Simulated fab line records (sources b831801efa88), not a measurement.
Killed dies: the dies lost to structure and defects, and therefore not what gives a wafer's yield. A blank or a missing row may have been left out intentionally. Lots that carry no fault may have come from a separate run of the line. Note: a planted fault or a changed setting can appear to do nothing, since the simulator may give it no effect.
Commonality check across tools / flow gf180mcu / 15 lots and 45 wafers in the sample

## THE REASON FOR OPENING IT
GF_DNWELL_TW_MEAS_09, reading DNWELL_TW: flagged on 3 of 15 lots. Wafers without a fault read 1336, standard deviation 14.
Rule: a lot gets a flag if all its wafers with a number sit over 4 standard deviations from that mean, or if no wafer of it has a number. The rest of the lots are taken to be sound.

lot=L988; measured=day 2 23:38; on=film-metro-02; DNWELL_TW, wafer by wafer=1331 1335 1340; flag=
lot=L989; measured=day 3 04:20; on=film-metro-02; DNWELL_TW, wafer by wafer=1334 1341 1341; flag=
lot=L990; measured=day 3 20:05; on=film-metro-02; DNWELL_TW, wafer by wafer=1335 1329 1341; flag=
lot=L992; measured=day 4 04:19; on=film-metro-02; DNWELL_TW, wafer by wafer=1348 1341 1343; flag=
lot=L994; measured=day 4 18:55; on=film-metro-02; DNWELL_TW, wafer by wafer=1336 1338 1345; flag=
lot=L996; measured=day 5 03:41; on=film-metro-03; DNWELL_TW, wafer by wafer=31 31 31; flag=FLAGGED
lot=L997; measured=day 5 08:22; on=film-metro-01; DNWELL_TW, wafer by wafer=30 30 30; flag=FLAGGED
lot=L998; measured=day 5 09:56; on=film-metro-01; DNWELL_TW, wafer by wafer=30 30 30; flag=FLAGGED
lot=L103; measured=day 6 11:16; on=film-metro-03; DNWELL_TW, wafer by wafer=1360 1356 1353; flag=
lot=L104; measured=day 6 13:10; on=film-metro-02; DNWELL_TW, wafer by wafer=1355 1348 1356; flag=
lot=L105; measured=day 6 19:22; on=film-metro-03; DNWELL_TW, wafer by wafer=1347 1346 1351; flag=
lot=L106; measured=day 7 01:02; on=film-metro-02; DNWELL_TW, wafer by wafer=1341 1339 1341; flag=
lot=L107; measured=day 7 05:25; on=film-metro-01; DNWELL_TW, wafer by wafer=1307 1315 1317; flag=
lot=L108; measured=day 7 10:10; on=film-metro-01; DNWELL_TW, wafer by wafer=1318 1321 1316; flag=
lot=L110; measured=day 7 21:58; on=film-metro-02; DNWELL_TW, wafer by wafer=1328 1333 1331; flag=
The numbers of the flagged lots are 30 on average: -1306 against the usual, or -93 standard deviations.

## TOOL THAT RAN EACH LOT
The record keeps 1 process step preceding the reading, out of 602 steps on the route. Cell contents, in order: the tool; ch with the chambers the sampled wafers went through; the start.
lot=L988; flag=; GF_DNWELL_EXPOSE_04=iline-stepper-02 ch 0, day 2 17:55
lot=L989; flag=; GF_DNWELL_EXPOSE_04=iline-stepper-02 ch 0, day 2 22:23
lot=L990; flag=; GF_DNWELL_EXPOSE_04=iline-stepper-01 ch 0, day 3 13:48
lot=L992; flag=; GF_DNWELL_EXPOSE_04=iline-stepper-01 ch 0, day 3 21:59
lot=L994; flag=; GF_DNWELL_EXPOSE_04=iline-stepper-01 ch 0, day 4 12:33
lot=L996; flag=FLAGGED; GF_DNWELL_EXPOSE_04=iline-stepper-01, day 4 20:18
lot=L997; flag=FLAGGED; GF_DNWELL_EXPOSE_04=iline-stepper-02, day 5 01:09
lot=L998; flag=FLAGGED; GF_DNWELL_EXPOSE_04=iline-stepper-01, day 5 02:52
lot=L103; flag=; GF_DNWELL_EXPOSE_04=iline-stepper-01 ch 0, day 6 03:29
lot=L104; flag=; GF_DNWELL_EXPOSE_04=iline-stepper-01 ch 0, day 6 05:46
lot=L105; flag=; GF_DNWELL_EXPOSE_04=iline-stepper-01 ch 0, day 6 11:39
lot=L106; flag=; GF_DNWELL_EXPOSE_04=iline-stepper-01 ch 0, day 6 17:16
lot=L107; flag=; GF_DNWELL_EXPOSE_04=iline-stepper-02 ch 0, day 6 21:24
lot=L108; flag=; GF_DNWELL_EXPOSE_04=iline-stepper-01 ch 0, day 7 02:11
lot=L110; flag=; GF_DNWELL_EXPOSE_04=iline-stepper-02 ch 0, day 7 13:49
What the steps here do:
- GF_DNWELL_EXPOSE_04: exposes mask DNWELL, target cd 1700 nm.
- GF_DNWELL_TW_MEAS_09

## FLAGGED AGAINST TOTAL, ONE TOOL AT A TIME (gauges that did the reading follow at the end)
step=GF_DNWELL_EXPOSE_04; tool=iline-stepper-01; lots run=10; flagged=2; share of the flagged lots=some; sound lots run after its first flagged lot=5 (L103,L104,L105,L106,L108)
step=GF_DNWELL_EXPOSE_04; tool=iline-stepper-02; lots run=5; flagged=1; share of the flagged lots=some; sound lots run after its first flagged lot=2 (L107,L110)
step=GF_DNWELL_TW_MEAS_09; tool=film-metro-01; lots run=4; flagged=2; share of the flagged lots=some; sound lots run after its first flagged lot=2 (L107,L108)
step=GF_DNWELL_TW_MEAS_09; tool=film-metro-02; lots run=8; flagged=0; share of the flagged lots=none; sound lots run after its first flagged lot=-
step=GF_DNWELL_TW_MEAS_09; tool=film-metro-03; lots run=3; flagged=1; share of the flagged lots=some; sound lots run after its first flagged lot=2 (L103,L105)

## WHAT IS ALLOWED BY THE TABLE
No row of the table ran every flagged lot.

## WHAT WAS PUT IN BY THE SIMULATOR
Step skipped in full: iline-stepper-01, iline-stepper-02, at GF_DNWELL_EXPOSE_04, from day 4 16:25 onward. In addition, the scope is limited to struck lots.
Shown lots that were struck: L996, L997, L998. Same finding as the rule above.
